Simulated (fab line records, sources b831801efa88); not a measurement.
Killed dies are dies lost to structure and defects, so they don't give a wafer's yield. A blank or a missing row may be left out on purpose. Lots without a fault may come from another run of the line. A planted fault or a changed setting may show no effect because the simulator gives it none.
Which tool did it? | flow sky130 | 10 lots, 30 wafers sampled, at 5 steps of a route of 708

WHAT THE GAUGES READ, wafer by wafer
SKY_METAL3_CD_MEAS_13: target cd 300 nm. Usual: cd_nm 299.5 nm, standard deviation 1.3.
lot  | measured     | on        | cd_nm (nm)        | flag
L976 | day 39 05:37 | cd_sem-02 | 300.5 299.0 298.3 |
L977 | day 39 17:58 | cd_sem-02 | 302.1 302.4 302.0 |
L979 | day 40 05:10 | cd_sem-01 | 296.6 296.8 297.4 |
L980 | day 40 14:04 | cd_sem-01 | 298.0 298.5 298.7 |
L982 | day 40 22:43 | cd_sem-01 | 300.6 299.7 299.1 |
L984 | day 41 14:59 | cd_sem-01 | 301.2 300.3 300.7 |
L985 | day 42 01:49 | cd_sem-01 | 299.4 299.9 300.3 |
L987 | day 42 07:38 | cd_sem-01 | 300.0 300.5 300.8 |
L988 | day 42 20:38 | cd_sem-01 | 299.7 300.4 298.3 |
L996 | day 44 21:28 | cd_sem-01 | 299.5 298.6 300.4 |

SKY_VIA3_RS_MEAS_22: measures by four-point-probe. Usual: VIA3_W_RS 0.294 ohm/sq, standard deviation 0.0051.
lot  | measured     | on            | VIA3_W_RS (ohm/sq) | flag
L976 | day 40 10:50 | film_metro-01 | 0.299 0.286 0.301  |
L977 | day 40 21:38 | film_metro-01 | 0.296 0.287 0.304  |
L979 | day 41 08:25 | film_metro-02 | 0.289 0.292 0.287  |
L980 | day 41 17:05 | film_metro-01 | 0.288 0.299 0.301  |
L982 | day 42 00:32 | film_metro-04 | 0.300 0.288 0.297  |
L984 | day 42 16:53 | film_metro-04 | 0.286 0.288 0.293  |
L985 | day 43 04:22 | film_metro-02 | 0.290 0.299 0.287  |
L987 | day 43 09:28 | film_metro-04 | 0.289 0.290 0.290  |
L988 | day 43 23:01 | film_metro-01 | 0.291 0.289 0.303  |
L996 | day 45 21:25 | film_metro-04 | 0.304 0.252 0.304  |

SKY_VIA3_THK_MEAS_23: measures by xrf. Usual: VIA3_W_THK 398 nm, standard deviation 7.7.
lot  | measured     | on            | VIA3_W_THK (nm) | flag
L976 | day 40 10:56 | film_metro-01 | 393 411 391     |
L977 | day 40 21:46 | film_metro-01 | 396 407 388     |
L979 | day 41 08:32 | film_metro-02 | 406 399 406     |
L980 | day 41 17:13 | film_metro-01 | 410 393 388     |
L982 | day 42 00:39 | film_metro-04 | 388 404 392     |
L984 | day 42 17:00 | film_metro-04 | 408 406 397     |
L985 | day 43 04:28 | film_metro-02 | 400 389 405     |
L987 | day 43 09:35 | film_metro-04 | 401 400 400     |
L988 | day 43 23:08 | film_metro-01 | 399 403 385     |
L996 | day 45 21:32 | film_metro-04 | 382 459 380     |

WHICH TOOL RAN EACH LOT (tool, then ch and the chambers of the sampled wafers, then the start)
lot  | SKY_METAL3_STRIP_19                  | SKY_VIA3_CVD_21
L976 | plasma_asher-02 ch 0,1, day 39 06:05 | cvd_w-02 ch 0,1, day 40 10:43
L977 | plasma_asher-01 ch 0,1, day 39 18:35 | cvd_w-02 ch 0,1, day 40 21:31
L979 | plasma_asher-04 ch 0,1, day 40 05:37 | cvd_w-01 ch 0,1, day 41 08:17
L980 | plasma_asher-01 ch 0,1, day 40 14:41 | cvd_w-02 ch 0,1, day 41 16:58
L982 | plasma_asher-02 ch 0,1, day 40 23:12 | cvd_w-02 ch 0,1, day 42 00:25
L984 | plasma_asher-04 ch 0, day 41 15:28   | cvd_w-01 ch 0,1, day 42 16:44
L985 | plasma_asher-01 ch 0,1, day 42 02:17 | cvd_w-02 ch 0,1, day 43 04:14
L987 | plasma_asher-01 ch 0,1, day 42 08:06 | cvd_w-01 ch 0, day 43 09:20
L988 | plasma_asher-01 ch 0,1, day 42 21:07 | cvd_w-02 ch 0,1, day 43 22:54
L996 | plasma_asher-04 ch 0,1, day 44 22:05 | cvd_w-02 ch 0,1, day 45 21:17
- SKY_METAL3_STRIP_19: strips in O2/N2.
- SKY_VIA3_CVD_21: deposits W, target thk 390 nm, time 117.31 s.

WHAT THE TOOLS THEMSELVES READ (means of the sampled wafers that have a number; where no wafer has one, the mark that the record gives instead)
SKY_METAL3_STRIP_19. Usual: drypump_motor_current_A 5.7 A, standard deviation 0.41; oes_product_au 0.502 a.u., standard deviation 0.0057; strip_time_to_endpoint_s 6.50 s, standard deviation 0.073.
lot  | tool            | drypump_motor_current_A (A) | oes_product_au (a.u.) | strip_time_to_endpoint_s (s) | flag
L976 | plasma_asher-02 | 5.6                         | 0.496                 | 6.47                         |
L977 | plasma_asher-01 | 5.7                         | 0.494                 | 6.40                         |
L979 | plasma_asher-04 | 5.7                         | 0.502                 | 6.53                         |
L980 | plasma_asher-01 | 5.6                         | 0.499                 | 6.41                         |
L982 | plasma_asher-02 | 6.2                         | 0.505                 | 6.46                         |
L984 | plasma_asher-04 | 5.5                         | 0.492                 | 6.36                         |
L985 | plasma_asher-01 | 5.7                         | 0.504                 | 6.52                         |
L987 | plasma_asher-01 | 5.6                         | 0.501                 | 6.50                         |
L988 | plasma_asher-01 | 5.7                         | 0.501                 | 6.52                         |
L996 | plasma_asher-04 | 5.7                         | 0.500                 | 6.51                         |

SKY_VIA3_CVD_21. Usual: heater_power_w 790 W, standard deviation 73.
lot  | tool     | heater_power_w (W) | flag
L976 | cvd_w-02 | 754                |
L977 | cvd_w-02 | 758                |
L979 | cvd_w-01 | 787                |
L980 | cvd_w-02 | 755                |
L982 | cvd_w-02 | 754                |
L984 | cvd_w-01 | 779                |
L985 | cvd_w-02 | 813                |
L987 | cvd_w-01 | 771                |
L988 | cvd_w-02 | 822                |
L996 | cvd_w-02 | 759                |

THE ANSWER, worked out from the rows above alone
Rule: a lot is off if the mean of its wafers that have a number lies more than 3 standard deviations from the usual mean. A lot without any number at a reading at which 4 lots or more have one is off too. The other lots that the step has rows for count as sound. The gauges are gone through in route order, then the tools' own readings, and for those a lot's mean is taken as printed above. The first step at which some lot is off is used, and at that step the reading that is off furthest; a lot without a number counts as furthest.
No lot is off at any reading shown: from this, nothing can be told.

WHAT THE SIMULATOR HAD PUT IN
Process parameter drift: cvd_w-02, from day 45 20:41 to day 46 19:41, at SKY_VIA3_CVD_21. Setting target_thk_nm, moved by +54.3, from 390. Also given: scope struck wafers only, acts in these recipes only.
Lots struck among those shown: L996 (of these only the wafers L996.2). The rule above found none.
